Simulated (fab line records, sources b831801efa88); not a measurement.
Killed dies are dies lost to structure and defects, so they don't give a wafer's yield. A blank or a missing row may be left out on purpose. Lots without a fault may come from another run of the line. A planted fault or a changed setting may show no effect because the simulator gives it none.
Which tool did it? | flow gf180mcu | 6 lots, 18 wafers sampled, at 3 steps of a route of 602

WHAT THE GAUGES READ, wafer by wafer
GF_VT_IMPLANT_RS_MEAS_48: measures by four-point-probe.
lot  | measured     | on            | LVPWELL_RS (ohm/sq)
L267 | day 7 20:41  | film_metro-02 | 1194.6 1193.9 1193.7
L269 | day 8 06:00  | film_metro-04 | 1195.5 1199.5 1196.0
L272 | day 9 03:44  | film_metro-03 | 1195.1 1195.9 1194.4
L274 | day 9 18:23  | film_metro-03 | 1191.8 1196.6 1195.9
L277 | day 10 16:09 | film_metro-04 | 1196.3 1193.4 1198.2
L284 | day 12 13:54 | film_metro-04 | 1135.0 1132.7 1134.9

WHICH TOOL RAN EACH LOT (tool, then ch and the chambers of the sampled wafers, then the start)
lot  | GF_LVPWELL_IMPLANT_09          | GF_VT_IMPLANT_STRIP_42
L267 | implanter-04 ch 0, day 4 02:57 | plasma_asher-03 ch 0,1, day 7 20:07
L269 | implanter-01 ch 0, day 4 11:58 | plasma_asher-02 ch 0,1, day 8 05:26
L272 | implanter-01 ch 0, day 5 05:43 | plasma_asher-03 ch 0,1, day 9 03:05
L274 | implanter-02 ch 0, day 5 17:17 | plasma_asher-04 ch 0,1, day 9 17:50
L277 | implanter-02 ch 0, day 6 11:20 | plasma_asher-02 ch 0,1, day 10 15:36
L284 | implanter-02 ch 0, day 8 01:41 | plasma_asher-03 ch 0,1, day 12 13:21
- GF_LVPWELL_IMPLANT_09
- GF_VT_IMPLANT_STRIP_42: strips in O2/N2.

THE ANSWER, worked out from the rows above alone
Rule: what is usual is taken from the lots themselves. Put in order of their means at a reading, lots are off if they are a third of the lots or fewer, leave a main group of 4 or more, and stand apart from it by a gap of 3 or more times the standard deviation of the main group's means; of several such gaps the widest counts. A main group whose means are all the same, to the digits that the tables above print for the reading, isn't used. A lot without any number at a reading at which 4 lots or more have one is off too. The other lots that the step has rows for count as sound.
Off: L284, at GF_VT_IMPLANT_RS_MEAS_48 (LVPWELL_RS). The main group: mean 1195.4 ohm/sq, standard deviation 1.
A tool fits if, at a process step before that reading, it ran every lot that is off, and no sound lot after the first of them. The gauges at GF_VT_IMPLANT_RS_MEAS_48 are tried like those tools. Can't be told from this: 3 tools fit, implanter-02 at GF_LVPWELL_IMPLANT_09, plasma_asher-03 at GF_VT_IMPLANT_STRIP_42, film_metro-04 at GF_VT_IMPLANT_RS_MEAS_48.

WHAT THE SIMULATOR HAD PUT IN
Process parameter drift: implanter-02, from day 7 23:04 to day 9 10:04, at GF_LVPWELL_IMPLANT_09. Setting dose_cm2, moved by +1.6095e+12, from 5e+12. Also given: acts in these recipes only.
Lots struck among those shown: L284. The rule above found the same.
